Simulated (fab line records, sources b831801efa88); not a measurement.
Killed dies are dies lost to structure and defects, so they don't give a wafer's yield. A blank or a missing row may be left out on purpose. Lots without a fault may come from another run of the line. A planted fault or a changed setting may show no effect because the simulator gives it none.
Split-lot experiment | flow gf180mcu | 5 lots, 23 wafers read, on a route of 602 steps

THE SPLIT
At GF_V3_CVD_02 (deposits SiO2 from TEOS, target thk 850 nm, time 94.851 s), the setting time_s was moved away from the recipe's 94.851 s on 9 of the 23 wafers read, by +8.2% to +14.8%. The other wafers ran this setting at the recipe's value.

The file shows no step between the split and the reading.

THE READING
V3_CVD_02_THK, in nm, at GF_V3_THK_MEAS_03. Fault-free wafers of this fab line usually give 846 nm, standard deviation 11 nm.

wafer  | tool, chamber at the split | time_s as run, s | against the recipe | V3_CVD_02_THK, nm | against lot-mates on the recipe
L074.2 | pecvd-03, 1                | 94.851           | recipe             | 832               | -
L074.3 | pecvd-03, 0                | 108.9            | +14.8%             | 984               | +136
L074.4 | pecvd-03, 1                | 94.851           | recipe             | 860               | -
L074.5 | pecvd-03, 2                | 94.851           | recipe             | 853               | -
L074.6 | pecvd-03, 0                | 108.9            | +14.8%             | 976               | +128
L076.1 | pecvd-03, 0                | 94.851           | recipe             | 834               | -
L076.3 | pecvd-03, 1                | 94.851           | recipe             | 844               | -
L076.6 | pecvd-03, 1                | 94.851           | recipe             | 854               | -
L077.1 | pecvd-03, 0                | 94.851           | recipe             | 839               | -
L077.2 | pecvd-03, 2                | 102.6            | +8.2%              | 907               | +53
L077.4 | pecvd-03, 1                | 102.6            | +8.2%              | 921               | +67
L077.5 | pecvd-03, 0                | 94.851           | recipe             | 854               | -
L077.6 | pecvd-03, 2                | 94.851           | recipe             | 868               | -
L079.2 | pecvd-02, 1                | 94.851           | recipe             | 832               | -
L079.3 | pecvd-02, 0                | 106.8            | +12.6%             | 931               | +89
L079.4 | pecvd-02, 2                | 94.851           | recipe             | 852               | -
L079.5 | pecvd-02, 0                | 106.8            | +12.6%             | 939               | +97
L079.6 | pecvd-02, 1                | 94.851           | recipe             | 843               | -
L083.1 | pecvd-03, 1                | 107              | +12.8%             | 943               | +98
L083.2 | pecvd-03, 2                | 94.851           | recipe             | 834               | -
L083.3 | pecvd-03, 0                | 107              | +12.8%             | 953               | +108
L083.4 | pecvd-03, 0                | 94.851           | recipe             | 857               | -
L083.5 | pecvd-03, 1                | 107              | +12.8%             | 964               | +118

THE FIT
A straight line over all 23 wafers: V3_CVD_02_THK changes by +8.24 nm for each +1% of time_s; r = +0.98; the points scatter about the line by 12 nm.
The same after taking each lot's own level away (the mean of its wafers on the recipe; 23 wafers): +8.27 nm for each +1%; r = +0.98; scatter 11 nm.
On that fit, the largest move of time_s shifts the reading by 1.2e+02 nm.
The lots' own levels span 842.3 to 853.7 nm, that is 1.0 times the standard deviation above.
So the lot-to-lot level changes the slope little: the two slopes agree.
Check: with one of the wafers moved furthest among these (+14.8%) left out of the fit, the line predicts +119 nm for it against its lot-mates. It came out at +136 nm against them.

OTHER SPLITS ON THESE WAFERS
These wafers also went through other splits before the reading. Each is held against what the fit with the lots' levels taken away leaves over:
other split on the same wafers  | wafers away from the commonest value | r with V3_CVD_02_THK (lot level and that fit taken away)
GF_V1_ETCH_17 bias_w            | 8                                    | +0.01
GF_V1_CVD_23 pressure_torr      | 15                                   | -0.07
GF_M2_SPUTTER_01 time_s         | 4                                    | -0.13
GF_V2_CMP_04 leave_above_ref_nm | 11                                   | +0.05
GF_V2_EXPOSE_11 dose_mj         | 5                                    | -0.06
GF_M3_SPUTTER_04 power_w        | 8                                    | +0.20

THE WHOLE CHAIN: every reading that the file lists as answering this split, in the file's order
step              | what it does                                              | reading                                                                   | change (the file's fit)              | r (the file's)
GF_V3_CVD_02      | deposits SiO2 from TEOS, target thk 850 nm, time 94.851 s | SiO2_of_V3_CVD_02.thk_nm (the simulator's own value, which no gauge read) | +8.21 nm for each +1% of the setting | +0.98
GF_V3_THK_MEAS_03 |                                                           | V3_CVD_02_THK                                                             | +8.19 for each +1% of the setting    | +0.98
GF_V3_CMP_04      | polishes SiO2                                             | time_to_endpoint_s                                                        | withheld for each +1% of the setting | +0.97

THE FILE'S OWN FIT
V3_CVD_02_THK changes by +8.19 nm for each +1% of time_s, r = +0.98.
